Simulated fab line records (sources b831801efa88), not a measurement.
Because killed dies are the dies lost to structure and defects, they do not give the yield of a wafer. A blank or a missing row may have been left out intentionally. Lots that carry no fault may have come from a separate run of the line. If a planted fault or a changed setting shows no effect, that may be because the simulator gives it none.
Comparing a struck lot with a sound one	flow sky130	15 steps out of a route of 708
Sound: these wafers, L197.2, L197.5, L197.6. The struck wafers were L205.1, L205.3, L205.6. The cause is named last.
At each step with rows: each side's tool, then ch and its chambers, then its first start. Under that, the readings that differ: sound wafers	struck wafers	difference of the means	sigmas: that difference in standard deviations of wafers without a fault.
alike: words and numbers the same on both sides, and readings whose means are apart by under 2 such deviations; not compared: readings that were withheld, readings missing a value for some wafer, numbers with overlapping values and no deviation given by the record, and bounds like >300 which may hide the same value.
Wherever a step has rows on one side only, a row that says differs or no value, or a row with sigmas, the two part there. Numbers that don't overlap but have no deviation are shown without sigmas and don't part them. A reading that every wafer of one side lacks parts them only if that side has two wafers or more.

SKY_VIA1_STRIP_16: strips in O2/N2.
  sound on plasma-asher-01 ch 0,1, day 36 18:19; struck on plasma-asher-02 ch 0,1, day 38 20:37
  alike: drypump-motor-current-A, oes-product-au, strip-time-to-endpoint-s
  not compared: rf-hours-counter-h
then, 4 steps without rows for these wafers: SKY_VIA1_STRIP_17 (strips in post etch residue remover, time 1200 s); SKY_VIA1_CLEAN_18 (cleans in IPA, time 180 s); SKY_VIA1_CLEAN_19 (cleans in O3/DIW); SKY_VIA1_SPUTTER_20 (material TiN, target thk 20 nm, time 80 s).
SKY_VIA1_CVD_21: deposits W, target thk 270 nm, time 80.902 s.
  sound on cvd-w-02 ch 1, day 36 19:00; struck on cvd-w-01 ch 0,1, day 38 21:17
  alike: heater-power-w
SKY_VIA1_RS_MEAS_22: a four-point-probe measurement.
  sound on film-metro-04 at day 36 19:11; struck on film-metro-03 at day 38 21:22
  alike: VIA1_W_RS
SKY_VIA1_THK_MEAS_23: measures by xrf.
  sound on film-metro-04 at day 36 19:17; struck on film-metro-03 at day 38 21:29
  alike: VIA1_W_THK
then, 1 step without rows for these wafers: SKY_VIA1_CMP_24 (polishes, stops on SiO2, t overpolish 15 s, target thk 0 nm).
SKY_METAL2_SPUTTER_00: material Ti, target thk 15 nm, time 10 s.
  sound on pvd-sputter-01 at day 36 19:38; struck on pvd-sputter-02 at day 38 21:53
  alike: cathode-dc-power-W, chamber-pressure-pa, throttle-valve-pct
then, 1 step without rows for these wafers: SKY_METAL2_SPUTTER_01 (material TiN, target thk 20 nm, time 16.7 s).
SKY_METAL2_SPUTTER_02: material AlCu, target thk 250 nm, time 13.3 s.
  sound on pvd-sputter-01 at day 36 19:41; struck on pvd-sputter-02 at day 38 21:56
  alike: cathode-dc-power-W, chamber-pressure-pa, throttle-valve-pct
SKY_METAL2_SPUTTER_03: material Ti, target thk 5 nm, time 3.3 s.
  sound on pvd-sputter-01 at day 36 19:43; struck on pvd-sputter-02 at day 38 21:57
  no value came back on the struck wafers for cathode-dc-power-W (W), chamber-pressure-pa (Pa), throttle-valve-pct (%); on the sound wafers cathode-dc-power-W (W) reads 2999.5 3000.0 3000.3
SKY_METAL2_SPUTTER_04: material TiN, target thk 70 nm, time 58.3 s.
  sound on pvd-sputter-01 at day 36 19:44; struck on pvd-sputter-02 at day 38 21:58
  alike: cathode-dc-power-W, chamber-pressure-pa, throttle-valve-pct
-- the record jumps here: 11 days lie between the struck wafers' starts before and after (it left off in module METAL2 and takes up again in module PAD_OPEN, whose first step shown is number 708 of the route) --
SKY_PAD_OPEN_PROBE_99:
  sound on prober-02 at day 47 19:15; struck on prober-01 at day 49 10:41
reading	sound	struck	difference	sigmas
defect-limited-yield (%)	85.0 85.2 85.8	84.3 81.3 76.8	-4.5	-2
killed-dies	74 73 70	77 92 114	+22	+2
killed-short	36 30 29	36 52 63	+19	+3
sort-n-pass	418 419 422	415 400 378	-22	-2
sort-yield-pct (%)	85.0 85.2 85.8	84.3 81.3 76.8	-4.5	-2
model.etest.via2-chain.rc-ohm	9.823 10.28 9.594	11.92 12.24 11.77	+2.08	
model.etest.met2.line-ohm-um	0.9064 0.924 0.9524	0.8634 0.8554 0.865	-0.0663	
model.etest.met2.rs-ohm-sq	0.1303 0.1272 0.1296	0.1215 0.122 0.1228	-0.0069	
  alike: killed_at_M0_to_M3, killed_at_M4_up, killed-at-contacts, killed-at-front-end, killed-at-other, killed-open, sort_bin_3_pad_short, sort_bin_5_function, sort_bin_6_memory

== WHERE THEY PART ==
Last at SKY_PAD_OPEN_PROBE_99 as far as this record goes, first at SKY_METAL2_SPUTTER_03.

WHY: the cause the simulator had injected
Entire step skipped (pvd-sputter-02, SKY_METAL2_SPUTTER_03), from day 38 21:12 onward. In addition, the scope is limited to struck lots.
